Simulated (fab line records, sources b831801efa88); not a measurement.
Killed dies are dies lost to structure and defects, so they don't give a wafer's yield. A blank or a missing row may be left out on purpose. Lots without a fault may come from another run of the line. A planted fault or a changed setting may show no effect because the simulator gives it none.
fab line records | flow sky130
record lots=11 wafers=33 last_day=50
route steps=708 shown VIA4@652 METAL5@675 PASSIVATION@682 PAD_OPEN@708
lots that met no fault: from a run of the same line without faults
start_h: hours from the record's first day to the start of the lot's first wafer shown | wait_h: hours since the lot's step before | " the same as in the row above | L1.1+2: a row that stands for several wafers | - no value, or no start given | * or withheld: withheld | < > ~ a bound
route shown NAME@n: a module of which the file shows steps, and the number in the route of the first | usual: mean/standard deviation of fault-free wafers | same: alike in all rows | chamber/n: place in a boat | sites: the reading at each site | _std_site: their standard deviation | _edge_site: outer sites' mean less inner sites' | radius_mm: how far each site lies from the wafer's centre | mask NAME#n: copy n | behind: the tool/chamber that last shaped the wafer | hold: why the lot was held/for how many hours/how that ended | device: the transistor (n, p or np) that didn't switch | end of line: the same wafers' tests at the end of the route | a step without rows: its recipe alone | killed: dies lost to structure and defects at the first sort, not the wafer's yield | map: a wafer's dies, x killed, . not, _ none there
set.NAME: the setting as run; set.NAME@STEP: as run at that earlier step | model.NAME: the simulator's own value behind a step, which no gauge read
steps of the route over a sample of lots; a table a step, a row a wafer
services: from which hour (start_h, from the record's first day; less than 0 if before it) a tool's chamber was out of use, for how many hours, and why
## steps
# step SKY_VIA4_STRIP_13
# recipe chemistry=O2/N2 power_w=1400 pressure_mtorr=1500 platen_temp_c=withheld o2_flow_sccm=3000 n2_flow_sccm=300 overash_fraction=0.5
# usual drypump_motor_current_A=5.8/0.35 oes_product_au=0.709/0.004 strip_time_to_endpoint_s=12.81/0.031
# columns lot.wafer tool chamber start_h wait_h drypump_motor_current_A oes_product_au rf_hours_counter_h strip_time_to_endpoint_s
L623.3 plasma_asher-03 0 1003.27 - 5.9 0.707 - 12.82
L623.4 " 1 " " 5.3 0.712 - 12.87
L623.5 " 1 " " 5.3 0.715 - 12.85
L625.2 plasma_asher-04 1 1011.38 - 6.1 0.715 28 12.86
L625.4 " 0 " " 5.7 0.709 - 12.85
L625.5 " 1 " " 6.1 0.702 - 12.82
L626.4 plasma_asher-03 0 1017.08 - 5.9 0.708 - 12.87
L626.5 " 0 " " 5.9 0.703 - 12.90
L626.6 " 1 " " 5.3 0.716 - 12.88
L627.1 plasma_asher-03 1 1030.64 - 5.3 0.708 85 12.78
L627.3 " 0 " " 5.9 0.712 - 12.83
L627.6 " 0 " " 5.9 0.715 - 12.83
L631.3 plasma_asher-04 0 1058.25 - 5.7 0.711 - 12.77
L631.5 " 0 " " 5.6 0.708 - 12.83
L631.6 " 1 " " 6.1 0.706 - 12.82
L632.1 plasma_asher-04 1 1061.70 - 6.2 0.699 33 12.81
L632.4 " 0 " " 5.7 0.715 - 12.87
L632.6 " 1 " " 6.1 0.709 - 12.82
L633.4 plasma_asher-01 0 1067.58 - 5.4 0.715 - 12.78
L633.5 " 0 " " 5.4 0.712 - 12.83
L633.6 " 1 " " 6.2 0.716 - 12.74
L638.2 plasma_asher-04 1 1095.48 - 6.1 0.702 36 12.82
L638.4 " 0 " " 5.7 0.707 - 12.84
L638.5 " 0 " " 5.7 0.707 - 12.82
L640.1 plasma_asher-03 0 1112.88 - 5.9 0.703 93 12.78
L640.5 " 1 " " 5.3 0.699 - 12.81
L640.6 " 0 " " 5.9 0.709 - 12.80
L643.2 plasma_asher-04 1 1129.08 - 6.1 0.714 40 12.80
L643.3 " 0 " " 5.7 0.714 - 12.77
L643.5 " 0 " " 5.7 0.712 - 12.82
L645.1 plasma_asher-04 0 1137.78 - 5.7 0.717 40 12.80
L645.2 " 1 " " 6.2 0.708 40 12.83
L645.5 " 0 " " 5.7 0.710 - 12.84
# step SKY_METAL5_DESCUM_14
# recipe chemistry=O2 source_power_w=150 bias_power_w=0 pressure_mtorr=10 temp_c=40 time_s=11
# usual drypump_motor_current_A=5.9/0.39 he_backside_leak_sccm=3.4/0.31 oes_product_au=1.001/0.0076
# columns lot.wafer tool chamber start_h wait_h drypump_motor_current_A he_backside_leak_sccm oes_product_au rf_hours_counter_h
L623.3 rie_metal-03 0 1027.12 0.1 6.4 3.3 0.996 -
L623.4 " 1 " " 5.8 3.6 1.005 -
L623.5 " 1 " " 5.8 3.5 1.004 -
L625.2 rie_metal-03 0 1035.90 0.1 6.4 3.4 0.989 2
L625.4 " 1 " " 5.8 3.5 1.001 -
L625.5 " 0 " " 6.4 3.4 0.995 -
L626.4 rie_metal-03 1 1041.07 0.1 5.8 3.4 1.002 -
L626.5 " 0 " " 6.4 3.3 0.994 -
L626.6 " 1 " " 5.8 3.5 0.998 -
L627.1 rie_metal-03 0 1054.58 0.1 6.4 3.2 0.996 4
L627.3 " 0 " " 6.4 3.3 0.990 -
L627.6 " 0 " " 6.4 3.2 0.983 -
L631.3 rie_metal-04 0 1081.04 0.1 5.5 3.4 0.996 -
L631.5 " 1 " " 6.4 3.6 1.004 -
L631.6 " 0 " " 5.5 3.6 1.008 -
L632.1 rie_metal-01 1 1084.07 0.1 5.5 3.3 1.004 21
L632.4 " 0 " " 5.7 3.1 1.003 -
L632.6 " 0 " " 5.7 3.3 1.002 -
L633.4 rie_metal-03 0 1089.94 0.1 6.5 3.3 0.985 -
L633.5 " 1 " " 5.8 3.3 0.994 -
L633.6 " 0 " " 6.4 3.3 0.988 -
L638.2 rie_metal-01 0 1116.92 0.1 5.7 3.2 1.002 5
L638.4 " 1 " " 5.5 3.4 1.006 -
L638.5 " 0 " " 5.7 2.9 0.996 -
L640.1 rie_metal-03 1 1133.77 0.1 5.8 3.5 1.003 14
L640.5 " 0 " " 6.4 3.4 0.994 -
L640.6 " 1 " " 5.8 3.7 1.008 -
L643.2 rie_metal-04 1 1148.82 0.1 6.4 3.7 1.003 16
L643.3 " 0 " " 5.5 3.5 1.000 -
L643.5 " 1 " " 6.5 3.6 0.996 -
L645.1 rie_metal-01 0 1157.23 0.1 5.7 3.3 1.015 8
L645.2 " 1 " " 5.4 3.3 1.005 27
L645.5 " 0 " " 5.7 3.4 1.004 -
# step SKY_PASSIVATION_THK_MEAS_01
# recipe reads=SiO2_of_PASSIVATION_CVD_00
# usual PASSIVATION_CVD_00_THK=89.9/1.3
# columns lot.wafer tool chamber start_h wait_h PASSIVATION_CVD_00_THK[nm]
L623.3 film_metro-04 - 1028.02 - 89.0
L623.4 " - " " 89.4
L623.5 " - " " 88.9
L625.2 film_metro-03 - 1036.84 - 90.5
L625.4 " - " " 91.8
L625.5 " - " " 91.1
L626.4 film_metro-01 - 1041.97 - 92.4
L626.5 " - " " 92.0
L626.6 " - " " 91.9
L627.1 film_metro-04 - 1055.49 - 88.5
L627.3 " - " " 88.7
L627.6 " - " " 90.1
L631.3 film_metro-01 - 1082.00 - 88.2
L631.5 " - " " 88.7
L631.6 " - " " 90.0
L632.1 film_metro-04 - 1084.95 - 88.3
L632.4 " - " " 90.4
L632.6 " - " " 89.7
L633.4 film_metro-01 - 1090.84 - 91.1
L633.5 " - " " 91.3
L633.6 " - " " 90.0
L638.2 film_metro-03 - 1117.81 - 88.1
L638.4 " - " " 90.4
L638.5 " - " " 89.3
L640.1 film_metro-01 - 1134.65 - 89.5
L640.5 " - " " 91.1
L640.6 " - " " 90.3
L643.2 film_metro-04 - 1149.77 - 89.0
L643.3 " - " " 89.1
L643.5 " - " " 90.2
L645.1 film_metro-03 - 1158.11 - 90.9
L645.2 " - " " 89.2
L645.5 " - " " 90.0
# step SKY_PASSIVATION_ETCH_11
# recipe chemistry=CF4/O2 target_depth_nm=725 stop_on=AlCu source_w=800 bias_w=150 pressure_mtorr=150 cf4_flow_sccm=80 O2_flow_sccm=10 time_s=161.1
# usual bias_w=150.0/0.43 cf4_flow_sccm=79.98/0.25 drypump_motor_current_A=5.7/0.42 oes_product_au=0.976/0.0074 throttle_valve_pct=5.965/0.01
# columns lot.wafer tool chamber start_h wait_h bias_w cf4_flow_sccm drypump_motor_current_A oes_product_au rf_hours_counter_h throttle_valve_pct
L623.3 rie_diel-01 2 1050.72 - 150.7 80.34 4.8 0.981 25 5.968
L623.4 " 3 " " 150.9 80.19 6.1 0.973 - 5.951
L623.5 " 2 " " 149.6 79.94 4.8 0.979 - 5.963
L625.2 rie_diel-01 2 1058.92 - 150.0 80.02 4.8 0.974 25 5.959
L625.4 " 1 " " 150.2 80.20 6.2 0.974 0 5.963
L625.5 " 3 " " 149.8 79.81 6.2 0.975 - 5.981
L626.4 rie_diel-01 2 1063.68 - 149.5 80.12 4.8 0.981 25 5.957
L626.5 " 2 " " 150.9 80.34 4.8 0.985 - 5.965
L626.6 " 1 " " 150.5 80.01 6.2 0.982 - 5.978
L627.1 rie_diel-02 3 1077.83 - 149.8 80.15 5.4 0.977 16 5.968
L627.3 " 0 " " 150.6 79.34 5.6 0.980 10 5.983
L627.6 " 0 " " 150.1 79.52 5.7 0.984 - 5.953
L631.3 rie_diel-04 3 1102.58 - 150.6 79.94 6.4 0.970 14 5.952
L631.5 " 2 " " 150.0 79.98 5.9 0.978 - 5.950
L631.6 " 3 " " 150.2 80.16 6.4 0.971 - 5.968
L632.1 rie_diel-01 0 1105.57 - 165.6 79.83 6.2 0.980 4 5.974
L632.4 " 3 " " 165.4 80.09 6.1 0.976 21 5.962
L632.6 " 3 " " 165.8 79.82 6.2 0.972 - 5.944
L633.4 rie_diel-01 0 1111.08 - 165.5 80.08 6.2 0.995 4 5.972
L633.5 " 0 " " 166.5 80.44 6.2 0.991 - 5.955
L633.6 " 1 " " 166.2 80.10 6.2 0.999 - 5.958
L638.2 rie_diel-02 1 1136.57 - 150.1 79.81 6.0 0.971 22 5.957
L638.4 " 0 " " 149.8 79.64 5.6 0.982 13 5.976
L638.5 " 0 " " 150.4 79.87 5.7 0.987 - 5.955
L640.1 rie_diel-04 0 1152.78 - 149.7 79.85 5.1 0.968 13 5.948
L640.5 " 2 " " 150.4 79.84 5.9 0.984 - 5.975
L640.6 " 1 " " 149.8 80.41 5.9 0.967 - 5.955
L643.2 rie_diel-02 1 1167.33 - 150.4 79.96 6.0 0.976 23 5.963
L643.3 " 0 " " 150.3 79.62 5.7 0.978 14 5.961
L643.5 " 1 " " 149.5 80.01 6.0 0.974 - 5.958
L645.1 rie_diel-02 3 1174.32 - 150.0 79.59 5.4 0.977 19 5.994
L645.2 " 2 " " 149.2 79.93 5.4 0.968 25 5.950
L645.5 " 3 " " 150.2 79.69 5.4 0.972 - 5.958
# step SKY_PAD_OPEN_PROBE_99
# usual defect_limited_yield=82.8/1.8 killed_at_M0_to_M3=43/6.3 killed_at_M4_up=3.1/1.9 killed_at_contacts=24/5.1 killed_at_front_end=14/4.3 killed_at_other=0.3/0.53 killed_dies=85/8.8 killed_on_rim=17/3.9 killed_open=46/7.1 killed_short=38/5.9 sort_bin_3_pad_short=0.8/0.41 sort_bin_5_function=10.4/1.5 sort_bin_6_memory=6.1/1.1 sort_n_pass=407/8.8 sort_yield_pct=82.8/1.8
# same gross_dies=492 killed_at_back_side=0 sort_bin_4_leakage[%]=0 sort_bin_8_speed[%]=0
# columns lot.wafer tool chamber start_h wait_h defect_limited_yield[%] killed_at_M0_to_M3 killed_at_M4_up killed_at_contacts killed_at_front_end killed_at_other killed_dies killed_on_rim killed_open killed_short sort_bin_3_pad_short[%] sort_bin_5_function[%] sort_bin_6_memory[%] sort_n_pass sort_yield_pct[%]
L623.3 prober-01 - 1073.93 0.2 85.2 39 1 22 10 1 73 15 40 33 0.8 8.3 5.7 419 85.2
L623.4 prober-01 - 1073.98 0.2 81.3 46 2 26 18 0 92 19 54 38 0.8 12.0 5.9 400 81.3
L623.5 prober-01 - 1074.03 0.2 83.1 47 4 23 9 0 83 16 56 25 0.4 9.1 7.3 409 83.1
L625.2 prober-01 - 1082.82 0.1 82.5 49 3 20 14 0 86 14 52 34 0.8 9.8 6.9 406 82.5
L625.4 prober-01 - 1082.92 0.2 83.3 45 6 18 13 0 82 15 47 35 0.6 11.8 4.3 410 83.3
L625.5 prober-01 - 1082.97 0.2 82.9 40 7 25 12 0 84 17 45 39 0.8 9.6 6.7 408 82.9
L626.4 prober-02 - 1087.70 0.2 81.3 46 4 27 14 1 92 21 51 40 0.6 12.0 6.1 400 81.3
L626.5 prober-02 - 1087.75 0.2 82.7 38 5 23 19 0 85 21 44 41 0.8 11.8 4.7 407 82.7
L626.6 prober-02 - 1087.80 0.2 84.6 42 4 20 9 1 76 14 35 40 1.4 8.9 5.1 416 84.6
L627.1 prober-01 - 1100.68 0.1 81.3 37 5 29 21 0 92 19 52 40 0.2 12.4 6.1 400 81.3
L627.3 prober-01 - 1100.78 0.2 85.0 41 7 18 8 0 74 13 36 38 1.4 10.2 3.5 418 85.0
L627.6 prober-01 - 1100.93 0.2 83.7 39 0 26 15 0 80 18 37 43 0.8 10.2 5.3 412 83.7
L631.3 prober-01 - 1124.88 0.2 83.3 43 1 22 15 1 82 17 43 39 0.8 8.9 6.9 410 83.3
L631.5 prober-01 - 1124.98 0.2 85.0 39 5 23 7 0 74 15 48 26 0.4 8.9 5.7 418 85.0
L631.6 prober-01 - 1125.03 0.2 80.5 46 1 31 18 0 96 14 58 38 0.8 13.2 5.5 396 80.5
L632.1 prober-02 - 1127.54 0.1 81.1 53 4 26 10 0 93 20 52 41 0.8 11.4 6.7 399 81.1
L632.4 prober-02 - 1127.69 0.2 83.7 49 3 13 15 0 80 21 47 32 0.8 9.3 6.1 412 83.7
L632.6 prober-02 - 1127.79 0.2 80.7 40 3 32 19 1 95 28 45 49 0.8 12.6 5.9 397 80.7
L633.4 prober-01 - 1132.72 0.2 81.3 56 3 26 7 0 92 18 54 38 0.4 14.0 4.3 400 81.3
L633.5 prober-01 - 1132.77 0.2 83.7 51 1 22 6 0 80 15 53 27 0.4 10.2 5.7 412 83.7
L633.6 prober-01 - 1132.82 0.2 80.9 42 0 31 21 0 94 16 54 40 0.8 11.6 6.7 398 80.9
L638.2 prober-02 - 1157.33 0.1 80.9 45 6 25 17 1 94 21 54 40 1.6 11.8 5.7 398 80.9
L638.4 prober-02 - 1157.43 0.2 80.3 47 6 30 14 0 97 20 53 44 1.2 12.6 5.9 395 80.3
L638.5 prober-02 - 1157.48 0.2 82.3 40 3 24 20 0 87 11 45 42 1.0 9.3 7.3 405 82.3
L640.1 prober-02 - 1172.55 0.1 83.7 41 1 21 16 1 80 16 46 33 0.6 9.3 6.3 412 83.7
L640.5 prober-02 - 1172.75 0.2 83.9 39 1 26 12 1 79 20 35 43 0.4 11.8 3.9 413 83.9
L640.6 prober-02 - 1172.80 0.2 83.5 41 3 19 17 1 81 14 35 46 0.8 10.8 4.9 411 83.5
L643.2 prober-01 - 1186.45 0.1 84.8 28 10 23 14 0 75 12 35 39 0.4 10.4 4.5 417 84.8
L643.3 prober-01 - 1186.50 0.2 80.7 51 2 25 17 0 95 10 54 40 0.6 13.6 5.1 397 80.7
L643.5 prober-01 - 1186.60 0.2 80.3 55 3 24 14 1 97 19 52 44 0.8 10.2 8.7 395 80.3
L645.1 prober-02 - 1192.93 0.1 78.7 57 2 27 18 1 105 22 49 56 0.8 12.4 8.1 387 78.7
L645.2 prober-02 - 1192.98 0.1 79.9 56 1 27 15 0 99 24 58 41 1.2 13.0 5.9 393 79.9
L645.5 prober-02 - 1193.13 0.2 85.4 32 2 22 16 0 72 10 43 29 0.4 9.6 4.7 420 85.4
# killed by level:class
L623.3 VIA1:geometric_particle:open=10 CONTACT:geometric_particle:open=7 LI_CONTACT:geometric_particle:open=6 VIA2:geometric_particle:open=6 FIELD_ISO:geometric_particle:short=5 METAL3:geometric_particle:short=5 METAL1:geometric_particle:short=5 CONTACT:geometric_particle:short=4
L623.4 VIA2:geometric_particle:open=9 CONTACT:geometric_particle:open=8 VIA1:geometric_particle:open=8 VIA3:geometric_particle:open=8 LI_CONTACT:geometric_particle:open=7 FIELD_ISO:geometric_particle:open=6 CONTACT:geometric_particle:short=6 METAL1:geometric_particle:short=5
L623.5 VIA1:geometric_particle:open=16 CONTACT:geometric_particle:open=12 VIA3:geometric_particle:open=8 VIA2:geometric_particle:open=5 FIELD_ISO:geometric_particle:open=4 LI_CONTACT:geometric_particle:open=4 METAL1:geometric_particle:short=4 VIA1:geometric_particle:short=4
L625.2 VIA1:geometric_particle:open=12 CONTACT:geometric_particle:open=10 VIA3:geometric_particle:open=7 VIA1:geometric_particle:short=5 VIA2:geometric_particle:open=5 METAL1:geometric_particle:short=5 VIA3:geometric_particle:short=5 FIELD_ISO:geometric_particle:open=4
L625.4 VIA1:geometric_particle:open=12 VIA3:geometric_particle:open=8 CONTACT:geometric_particle:open=6 VIA2:geometric_particle:open=6 METAL3:geometric_particle:short=6 METAL4:geometric_particle:short=5 POLY_GATE:geometric_particle:short=4 LI_CONTACT:geometric_particle:open=4
L625.5 LI_CONTACT:geometric_particle:open=13 VIA1:geometric_particle:open=7 VIA2:geometric_particle:open=7 VIA3:geometric_particle:open=7 CONTACT:geometric_particle:open=6 METAL4:geometric_particle:short=6 CONTACT:geometric_particle:short=5 METAL3:geometric_particle:short=5
L626.4 VIA1:geometric_particle:open=13 CONTACT:geometric_particle:open=10 LOCAL_INTERCONNECT:geometric_particle:short=7 FIELD_ISO:geometric_particle:short=6 LI_CONTACT:geometric_particle:open=6 VIA3:geometric_particle:open=6 VIA1:geometric_particle:short=5 METAL1:geometric_particle:short=5
L626.5 LI_CONTACT:geometric_particle:open=9 VIA3:geometric_particle:open=9 VIA1:geometric_particle:open=8 POLY_GATE:geometric_particle:short=6 METAL1:geometric_particle:short=6 CONTACT:geometric_particle:open=5 VIA2:geometric_particle:open=4 VIA3:geometric_particle:short=4
L626.6 LI_CONTACT:geometric_particle:open=9 METAL1:geometric_particle:short=7 VIA3:geometric_particle:open=6 VIA1:geometric_particle:open=5 VIA2:geometric_particle:short=5 VIA2:geometric_particle:open=5 CONTACT:geometric_particle:short=4 METAL2:geometric_particle:short=4
L627.1 VIA1:geometric_particle:open=9 LI_CONTACT:geometric_particle:open=8 CONTACT:geometric_particle:open=8 VIA3:geometric_particle:open=7 CONTACT:geometric_particle:short=6 POLY_GATE:geometric_particle:open=5 POLY_GATE:geometric_particle:short=5 METAL3:geometric_particle:short=5
L627.3 VIA3:geometric_particle:open=7 VIA2:geometric_particle:open=6 METAL4:geometric_particle:short=6 METAL1:geometric_particle:short=5 VIA1:geometric_particle:open=5 VIA2:geometric_particle:short=4 CONTACT:geometric_particle:open=4 LI_CONTACT:geometric_particle:open=4
L627.6 CONTACT:geometric_particle:short=6 METAL1:geometric_particle:short=6 VIA3:geometric_particle:short=6 LOCAL_INTERCONNECT:geometric_particle:short=5 METAL2:geometric_particle:short=5 VIA2:geometric_particle:open=5 VIA3:geometric_particle:open=5 LI_CONTACT:geometric_particle:short=4
L631.3 VIA1:geometric_particle:open=11 CONTACT:geometric_particle:open=8 METAL1:geometric_particle:short=7 VIA3:geometric_particle:open=7 POLY_GATE:geometric_particle:short=6 LI_CONTACT:geometric_particle:open=6 POLY_GATE:geometric_particle:open=5 LI_CONTACT:geometric_particle:short=5
L631.5 VIA1:geometric_particle:open=12 CONTACT:geometric_particle:open=9 CONTACT:geometric_particle:short=7 VIA2:geometric_particle:open=6 VIA3:geometric_particle:open=6 LI_CONTACT:geometric_particle:open=5 METAL2:geometric_particle:short=5 METAL4:geometric_particle:short=4
L631.6 CONTACT:geometric_particle:open=16 VIA3:geometric_particle:open=8 POLY_GATE:geometric_particle:open=7 VIA1:geometric_particle:open=7 VIA2:geometric_particle:open=7 CONTACT:geometric_particle:short=6 METAL1:geometric_particle:short=6 LI_CONTACT:geometric_particle:open=5
L632.1 VIA1:geometric_particle:open=13 CONTACT:geometric_particle:open=11 METAL1:geometric_particle:short=9 METAL2:geometric_particle:short=9 VIA2:geometric_particle:open=8 FIELD_ISO:geometric_particle:open=5 LOCAL_INTERCONNECT:geometric_particle:short=5 LI_CONTACT:geometric_particle:open=5
L632.4 VIA1:geometric_particle:open=13 VIA1:geometric_particle:short=8 CONTACT:geometric_particle:open=8 VIA2:geometric_particle:open=6 METAL1:geometric_particle:short=6 FIELD_ISO:geometric_particle:open=5 VIA2:geometric_particle:short=5 POLY_GATE:geometric_particle:short=4
L632.6 LI_CONTACT:geometric_particle:open=10 CONTACT:geometric_particle:open=10 METAL1:geometric_particle:short=10 VIA1:geometric_particle:open=8 POLY_GATE:geometric_particle:short=6 VIA3:geometric_particle:open=6 LOCAL_INTERCONNECT:geometric_particle:short=6 FIELD_ISO:geometric_particle:short=5
L633.4 VIA1:geometric_particle:open=12 CONTACT:geometric_particle:open=11 VIA3:geometric_particle:open=10 CONTACT:geometric_particle:short=7 VIA1:geometric_particle:short=7 LI_CONTACT:geometric_particle:open=5 VIA2:geometric_particle:open=5 METAL1:geometric_particle:short=5
L633.5 VIA1:geometric_particle:open=15 CONTACT:geometric_particle:open=12 VIA2:geometric_particle:open=10 VIA3:geometric_particle:open=6 METAL2:geometric_particle:short=5 VIA3:geometric_particle:short=4 LI_CONTACT:geometric_particle:open=3 CONTACT:geometric_particle:short=3
L633.6 CONTACT:geometric_particle:open=14 VIA2:geometric_particle:open=10 CONTACT:geometric_particle:short=9 FIELD_ISO:geometric_particle:short=7 METAL2:geometric_particle:short=7 VIA3:geometric_particle:open=6 VIA1:geometric_particle:open=5 FIELD_ISO:geometric_particle:open=4
L638.2 VIA2:geometric_particle:open=12 CONTACT:geometric_particle:open=11 FIELD_ISO:geometric_particle:short=7 VIA3:geometric_particle:open=7 VIA1:geometric_particle:short=5 VIA1:geometric_particle:open=5 POLY_GATE:geometric_particle:short=4 POLY_GATE:geometric_particle:open=4
L638.4 CONTACT:geometric_particle:open=12 VIA1:geometric_particle:open=10 VIA2:geometric_particle:open=8 METAL1:geometric_particle:short=7 VIA3:geometric_particle:open=7 LI_CONTACT:geometric_particle:open=6 LOCAL_INTERCONNECT:geometric_particle:short=5 POLY_GATE:geometric_particle:short=4
L638.5 LI_CONTACT:geometric_particle:open=10 FIELD_ISO:geometric_particle:open=7 METAL1:geometric_particle:short=7 VIA1:geometric_particle:open=7 FIELD_ISO:geometric_particle:short=6 CONTACT:geometric_particle:open=6 METAL3:geometric_particle:short=5 VIA3:geometric_particle:open=5
L640.1 VIA1:geometric_particle:open=10 LI_CONTACT:geometric_particle:open=7 CONTACT:geometric_particle:open=7 VIA3:geometric_particle:open=7 VIA2:geometric_particle:open=6 FIELD_ISO:geometric_particle:short=5 POLY_GATE:geometric_particle:short=4 LOCAL_INTERCONNECT:geometric_particle:short=4
L640.5 VIA1:geometric_particle:open=12 VIA3:geometric_particle:open=7 FIELD_ISO:geometric_particle:short=6 LI_CONTACT:geometric_particle:short=6 LI_CONTACT:geometric_particle:open=6 CONTACT:geometric_particle:short=5 LOCAL_INTERCONNECT:geometric_particle:short=5 METAL2:geometric_particle:short=5
L640.6 VIA1:geometric_particle:open=9 METAL2:geometric_particle:short=8 LI_CONTACT:geometric_particle:open=6 CONTACT:geometric_particle:short=6 METAL1:geometric_particle:short=5 VIA1:geometric_particle:short=5 FIELD_ISO:geometric_particle:short=4 POLY_GATE:geometric_particle:short=4
L643.2 CONTACT:geometric_particle:open=12 METAL4:geometric_particle:short=8 VIA1:geometric_particle:short=6 POLY_GATE:geometric_particle:open=4 CONTACT:geometric_particle:short=4 VIA1:geometric_particle:open=4 VIA2:geometric_particle:open=4 VIA3:geometric_particle:short=4
L643.3 METAL1:geometric_particle:short=11 LI_CONTACT:geometric_particle:open=11 CONTACT:geometric_particle:open=10 VIA1:geometric_particle:open=9 VIA2:geometric_particle:open=6 FIELD_ISO:geometric_particle:short=5 VIA3:geometric_particle:open=5 VIA3:geometric_particle:short=5
L643.5 VIA1:geometric_particle:open=10 VIA3:geometric_particle:open=9 VIA1:geometric_particle:short=9 LI_CONTACT:geometric_particle:open=7 VIA2:geometric_particle:open=7 FIELD_ISO:geometric_particle:open=6 CONTACT:geometric_particle:short=5 METAL1:geometric_particle:short=5
L645.1 CONTACT:geometric_particle:open=10 VIA2:geometric_particle:open=10 VIA2:geometric_particle:short=9 METAL2:geometric_particle:short=8 VIA3:geometric_particle:open=7 VIA1:geometric_particle:open=7 VIA1:geometric_particle:short=7 LOCAL_INTERCONNECT:geometric_particle:short=6
L645.2 CONTACT:geometric_particle:open=14 VIA1:geometric_particle:open=14 METAL2:geometric_particle:short=11 METAL1:geometric_particle:short=8 LI_CONTACT:geometric_particle:open=8 VIA1:geometric_particle:short=6 POLY_GATE:geometric_particle:open=5 VIA2:geometric_particle:open=5
L645.5 CONTACT:geometric_particle:open=7 LI_CONTACT:geometric_particle:open=6 METAL1:geometric_particle:short=6 VIA1:geometric_particle:open=6 VIA3:geometric_particle:open=6 POLY_GATE:geometric_particle:open=5 FIELD_ISO:geometric_particle:short=4 LOCAL_INTERCONNECT:geometric_particle:short=4
## services
# columns tool chamber start_h hours kind
rie_metal-04 - 992.34 14.6 pm
rie_diel-01 - 993.07 14.6 pm
rie_diel-02 - 1001.26 2.8 pm
rie_diel-04 2 1013.74 34.3 repair
rie_metal-01 1 1014.26 18.6 repair
rie_diel-01 0 1014.53 - clean
rie_diel-01 0 1014.53 15.7 scheduled_down
rie_diel-01 0 1014.53 15.7 vent_cycle
rie_diel-01 - 1027.35 0.9 repair
rie_metal-03 - 1028.15 1.4 pm
rie_metal-01 - 1034.88 1.8 repair
rie_diel-04 - 1035.13 28.1 pm
plasma_asher-01 - 1055.25 9.0 pm
rie_diel-04 - 1074.03 0.4 repair
rie_diel-02 3 1078.38 1.7 repair
rie_diel-02 3 1086.09 7.0 repair
rie_diel-04 0 1114.26 8.1 repair
rie_diel-02 3 1124.42 8.6 repair
rie_diel-01 1 1139.25 6.5 repair
rie_diel-02 2 1145.59 9.7 repair
rie_diel-04 3 1146.85 34.2 repair
rie_diel-01 3 1151.76 14.0 repair
rie_diel-04 0 1157.58 2.8 repair
rie_diel-04 2 1170.03 3.7 repair
## key
first_sign step=SKY_PASSIVATION_ETCH_11 reading=bias_w direction=up sigmas=37 usual=150.0 struck=165.8
effect none on later readings
met_at SKY_PASSIVATION_ETCH_11
struck_lots L632,L633
not_acting_at SKY_VIA4_STRIP_13,SKY_METAL5_DESCUM_14,SKY_PASSIVATION_THK_MEAS_01
onset_between 1063.68 1105.57
fault kind=process_parameter_drift tool=rie_diel-01 chamber=- onset_h=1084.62 steps=SKY_PASSIVATION_ETCH_11 channel=bias_w offset=15.695 shape=step end_h=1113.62 acts_in=these_recipes_only stated=150
